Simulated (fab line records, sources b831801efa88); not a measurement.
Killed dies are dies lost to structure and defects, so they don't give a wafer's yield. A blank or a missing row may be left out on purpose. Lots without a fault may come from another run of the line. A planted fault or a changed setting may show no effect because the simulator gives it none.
Which tool did it? | flow sky130 | 6 lots, 18 wafers sampled, at 1 step of a route of 708

WHAT THE GAUGES READ, wafer by wafer
SKY_FIELD_ISO_THK_MEAS_04.
lot  | measured    | on            | FIELD_ISO_CVD_03_THK (nm)
L395 | day 2 05:06 | film_metro-03 | 163.9 162.5 163.5
L400 | day 3 06:34 | film_metro-03 | 166.3 165.6 165.4
L402 | day 3 16:31 | film_metro-03 | 162.0 163.4 162.8
L405 | day 4 07:18 | film_metro-02 | 166.3 167.7 167.4
L410 | day 5 07:29 | film_metro-02 | 164.8 165.2 164.5
L413 | day 5 23:21 | film_metro-02 | 163.9 165.3 163.3

WHICH TOOL RAN EACH LOT (tool, then ch and the chambers of the sampled wafers, then the start)
The record holds no process step before these readings.

THE ANSWER, worked out from the rows above alone
Rule: what is usual is taken from the lots themselves. Put in order of their means at a reading, lots are off if they are a third of the lots or fewer, leave a main group of 4 or more, and stand apart from it by a gap of 3 or more times the standard deviation of the main group's means; of several such gaps the widest counts. A main group whose means are all the same, to the digits that the tables above print for the reading, isn't used. A lot without any number at a reading at which 4 lots or more have one is off too. The other lots that the step has rows for count as sound.
No lot is off at any reading shown: from this, nothing can be told.

WHAT THE SIMULATOR HAD PUT IN
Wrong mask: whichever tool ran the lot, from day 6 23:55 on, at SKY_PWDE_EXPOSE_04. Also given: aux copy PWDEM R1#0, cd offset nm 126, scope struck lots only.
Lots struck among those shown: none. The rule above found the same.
